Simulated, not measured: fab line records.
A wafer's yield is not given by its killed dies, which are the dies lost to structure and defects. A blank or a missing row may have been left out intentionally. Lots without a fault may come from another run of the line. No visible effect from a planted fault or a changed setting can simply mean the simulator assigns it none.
What tool caused it?	flow sky130	Sampling: 7 lots, 21 wafers, 4 of 708 route steps

== WHAT THE GAUGES READ, wafer by wafer ==
SKY_LDD_N_TW_MEAS_17.
lot	measured	on	LDD_N_TW
L103	day 18 17:18	filmMetro-04	2590 2587 2593
L105	day 19 09:52	filmMetro-04	2604 2601 2611
L110	day 21 09:06	filmMetro-02	2640 2645 2644
L113	day 22 07:35	filmMetro-03	2596 2565 2574
L115	day 22 23:49	filmMetro-03	2429 2433 2452
L117	day 23 18:41	filmMetro-03	2574 2561 2572
L123	day 25 16:37	filmMetro-03	2590 2598 2584

== WHICH TOOL RAN EACH LOT (tool, then ch and the chambers of the sampled wafers, then the start) ==
lot	SKY_RES_PROTECT_STRIP_07	SKY_LDD_N_IMPLANT_10	SKY_LDD_N_STRIP_16
L103	plasmaAsher-03 ch 0,1, day 15 21:55	implanter-03 ch 0, day 18 16:19	plasmaAsher-02 ch 0,1, day 18 17:11
L105	plasmaAsher-01 ch 0,1, day 16 16:13	implanter-03 ch 0, day 19 08:52	plasmaAsher-04 ch 0,1, day 19 09:45
L110	plasmaAsher-03 ch 0,1, day 18 13:49	implanter-03 ch 0, day 21 08:06	plasmaAsher-01 ch 1, day 21 09:00
L113	plasmaAsher-03 ch 0,1, day 19 12:58	implanter-01 ch 0, day 22 06:35	plasmaAsher-02 ch 0, day 22 07:29
L115	plasmaAsher-03 ch 0,1, day 20 05:27	implanter-03, day 22 22:49	plasmaAsher-01 ch 0,1, day 22 23:42
L117	plasmaAsher-01 ch 0,1, day 21 01:11	implanter-03 ch 0, day 23 17:41	plasmaAsher-02 ch 0,1, day 23 18:35
L123	plasmaAsher-01 ch 0,1, day 23 01:41	implanter-03 ch 0, day 25 15:37	plasmaAsher-02 ch 0,1, day 25 16:30
- SKY_RES_PROTECT_STRIP_07: strips in O2/N2.
- SKY_LDD_N_IMPLANT_10
- SKY_LDD_N_STRIP_16: strips in O2/N2.

== THE ANSWER, worked out from the rows above alone ==
Rule: the lots themselves supply what counts as usual. The widest of any qualifying gaps counts: lots, ordered by their means at a reading, are off when they make up no more than a third of the lots, leave a main group of 4 or more, and stand apart from it by 3 or more times the standard deviation of that group's means. Not used: any main group whose means are identical at the precision the tables above print for the reading. A lot without any number at a reading at which 4 lots or more have one is off too. The other lots that the step has rows for count as sound.
Off: at SKY_LDD_N_TW_MEAS_17 (LDD_N_TW), L115. Mean 2596 and standard deviation 24 in the main group.
If a tool, at a process step before that reading, ran all the lots that are off and no sound lot after the first of them, it fits. Gauges at SKY_LDD_N_TW_MEAS_17: tried the same way as those tools. 2 tools fit, plasmaAsher-03 at SKY_RES_PROTECT_STRIP_07 and plasmaAsher-01 at SKY_LDD_N_STRIP_16, so this cannot tell which one it is.

== WHAT HAD BEEN PUT IN BY THE SIMULATOR ==
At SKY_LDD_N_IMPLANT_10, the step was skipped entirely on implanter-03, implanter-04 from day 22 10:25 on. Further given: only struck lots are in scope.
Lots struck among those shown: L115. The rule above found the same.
